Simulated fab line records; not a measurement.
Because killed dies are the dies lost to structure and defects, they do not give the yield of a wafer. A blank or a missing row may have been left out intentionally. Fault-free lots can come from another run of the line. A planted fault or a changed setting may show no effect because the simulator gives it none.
A lot that was struck, set against a sound lot | flow sky130 | 13 steps out of a route of 708
Sound: the wafers L192.2, L192.3, L192.4. Wafers struck: L198.1, L198.3, L198.4. At the end, the cause is stated.
Each step with rows lists, per side, the tool, then ch with its chambers, then its first start. Under that, the readings that differ: sound wafers | struck wafers | difference of the means | sigmas: that difference in standard deviations of wafers without a fault.
alike: readings whose means differ by less than 2 such deviations, and words and numbers that are the same on both sides. not compared: withheld readings, readings that some wafer has no value for, bounds like >300 that may hide the same value, and numbers for which the record gives no deviation and whose values overlap.
The two part at a step that has a row with sigmas, a row that says differs or no value, or rows on one side only. Numbers that have no deviation but don't overlap get no sigmas and don't part them. Lack of a reading on every wafer of one side parts them only where that side has two or more wafers.

SKY_NWELL_STRIP_25: strips in O2/N2.
  sound on plasma-asher-03 ch 0,1, day 6 02:53; struck on plasma-asher-04 ch 0,1, day 7 18:23
  alike: drypump-motor-current-A, oes-product-au, strip-time-to-endpoint-s
  not compared: rf-hours-counter-h
SKY_NWELL_TW_MEAS_26:
  sound on film-metro-01, day 6 02:59; struck on film-metro-03, day 7 18:29
  reading    | sound             | struck            | difference | sigmas
  NWELL_2_TW | 496.3 496.2 494.1 | 501.9 499.1 501.7 | +5.4       | +3
then, 1 step without rows for these wafers: SKY_NWELL_CLEAN_27 (cleans in SC1/SC2, time 150 s).
SKY_NWELL_RTA_28: time 30 s.
  sound on rtp-anneal-02 ch 0, day 6 03:07; struck on rtp-anneal-01 ch 0, day 7 18:38
  alike: chamber-o2-ppm, lamp-power-pct, ramp-down-c-per-s, wafer_temp_C_max
SKY_NWELL_RS_MEAS_29: a four-point-probe measurement.
  sound on film-metro-03, day 6 03:13; struck on film-metro-04, day 7 18:44
  alike: NWELL_RS
SKY_NWELL_RS_MEAS_31: a four-point-probe measurement.
  sound on film-metro-03, day 6 03:27; struck on film-metro-04, day 7 18:59
  alike: PWDE_RS
then, 5 steps without rows for these wafers: SKY_VT_ADJUST_HVTP_DEHYDRATE_00 (time 60 s); SKY_VT_ADJUST_HVTP_HMDS_01 (prime time 60 s); SKY_VT_ADJUST_HVTP_COAT_02 (resist thk 1140 nm); SKY_VT_ADJUST_HVTP_SOFTBAKE_03 (time 60 s); SKY_VT_ADJUST_HVTP_EXPOSE_04 (exposes mask HVTPM, target cd 380 nm).
SKY_VT_ADJUST_HVTP_PEB_05:
  struck on litho-track-01, day 8 15:04; sound on litho-track-01 ch 0, day 6 20:05
  reading         | sound          | struck | difference                    | sigmas
  exhaust-pa (Pa) | 44.2 44.7 43.7 | - - -  | no value on the struck wafers |
  not compared: chill-plate-temp-C
then, 1 step without rows for these wafers: SKY_VT_ADJUST_HVTP_DEVELOP_06 (develop time 60 s).

== WHERE THEY PART ==
Last at SKY_VT_ADJUST_HVTP_PEB_05 as far as this record goes, first at SKY_NWELL_TW_MEAS_26.

WHY: what the simulator had put in
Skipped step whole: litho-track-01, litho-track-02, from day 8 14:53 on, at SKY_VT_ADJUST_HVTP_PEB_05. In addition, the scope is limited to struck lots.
